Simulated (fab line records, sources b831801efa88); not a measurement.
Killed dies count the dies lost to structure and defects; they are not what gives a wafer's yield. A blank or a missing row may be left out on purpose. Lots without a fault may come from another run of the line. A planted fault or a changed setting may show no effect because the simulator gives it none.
One fault through the eyes of 2 desks || flow sky130 || each desk holds nothing but its own numbers, with what lay behind them at the end

## FOR THE TOOL OWNER'S DESK: rieMetal-01
The tool's own readings at SKY_CAPM_METAL_ETCH_13 (etches TiN in Cl2/BCl3, stops on SiO2, target depth 220 nm, time 62.9 s): means of the sampled wafers that have a number, for each lot that ran on this tool. A lot is out of limits, marked OUT, if its mean lies more than 4 standard deviations from the usual mean; the brackets give that distance.
Columns: A = bcl3FlowSccm at SKY_CAPM_METAL_ETCH_13, usual 30.02 sccm; B = biasW at SKY_CAPM_METAL_ETCH_13, usual 48.49 W; C = drypumpMotorCurrentA at SKY_CAPM_METAL_ETCH_13, usual 5.7 A; D = mfcCl2Sccm at SKY_CAPM_METAL_ETCH_13, usual 59.97 sccm; E = oesProductAu at SKY_CAPM_METAL_ETCH_13, usual 0.939 a.u.; F = rfFwdPowerW at SKY_CAPM_METAL_ETCH_13, usual 892 W; G = throttleValvePct at SKY_CAPM_METAL_ETCH_13, usual 21.904 %
{"lot": "L500", "first seen here": "day 39 01:55", "A": 30.00, "B": 48.52, "C": 5.5, "D": 60.04, "E": 0.934, "F": 892, "G": 21.911}
{"lot": "L504", "first seen here": "day 40 14:52", "A": 30.09, "B": 48.57, "C": 5.5, "D": 59.95, "E": 0.915, "F": "751 (-39) OUT", "G": 21.919}
{"lot": "L505", "first seen here": "day 40 23:07", "A": 30.07, "B": 48.52, "C": 5.5, "D": 59.87, "E": 0.918, "F": "748 (-40) OUT", "G": 21.915}
{"lot": "L515", "first seen here": "day 43 05:01", "A": 29.94, "B": 48.49, "C": 5.5, "D": 60.01, "E": 0.937, "F": 892, "G": 21.912}
This desk's verdict: out of limits on L504, L505, starting with L504 at day 40 14:52 (rfFwdPowerW at SKY_CAPM_METAL_ETCH_13). In limits: L500, L515.

## FROM THE METROLOGY DESK
Means of the sampled wafers that have a number, per lot and without regard to the tool the lot ran on: this is what the gauges read. A lot is out of limits, marked OUT, if its mean lies more than 4 standard deviations from the usual mean; the brackets give that distance.
Columns: A = VIA2_OVL at SKY_VIA2_OVL_MEAS_13, usual 2 nm; B = CAPM_TIN_THK at SKY_CAPM_THK_MEAS_04, usual 198.7 nm
{"lot": "L500", "first seen here": "day 37 22:49", "A": 2, "B": 197.5}
{"lot": "L503", "first seen here": "day 39 03:55", "A": -3, "B": 198.7}
{"lot": "L504", "first seen here": "day 39 12:34", "A": -1, "B": 198.2}
{"lot": "L505", "first seen here": "day 39 20:43", "A": -4, "B": 199.6}
{"lot": "L510", "first seen here": "day 41 00:43", "A": -2, "B": 199.8}
{"lot": "L512", "first seen here": "day 42 00:16", "A": -2, "B": 199.1}
{"lot": "L513", "first seen here": "day 42 01:15", "A": 3, "B": 201.0}
{"lot": "L514", "first seen here": "day 42 03:04", "A": 3, "B": 201.8}
{"lot": "L515", "first seen here": "day 42 04:34", "A": 8, "B": 196.9}
{"lot": "L516", "first seen here": "day 42 16:52", "A": -11, "B": 198.9}
{"lot": "L517", "first seen here": "day 42 20:13", "A": 8, "B": 199.8}
This desk's verdict: no lot among the 11 shows anything out of limits.

## ALL TOGETHER
At day 40 14:52, on L504, L505, the tool owner's desk was in a position to raise an alarm.
The metrology desk saw nothing out of limits.
The metrology desk has L504, L505 on record, within its limits.
Of the lots named, all ran SKY_CAPM_METAL_ETCH_13 on rieMetal-01.

## WHAT THE SIMULATOR PUT IN
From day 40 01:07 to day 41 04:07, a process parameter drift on rieMetal-01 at SKY_CAPM_METAL_ETCH_13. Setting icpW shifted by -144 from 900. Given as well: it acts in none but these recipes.
Lots struck among those shown: L504, L505.
Hours from the fault's start to each desk's first reading out of limits: the tool owner's desk, 14.
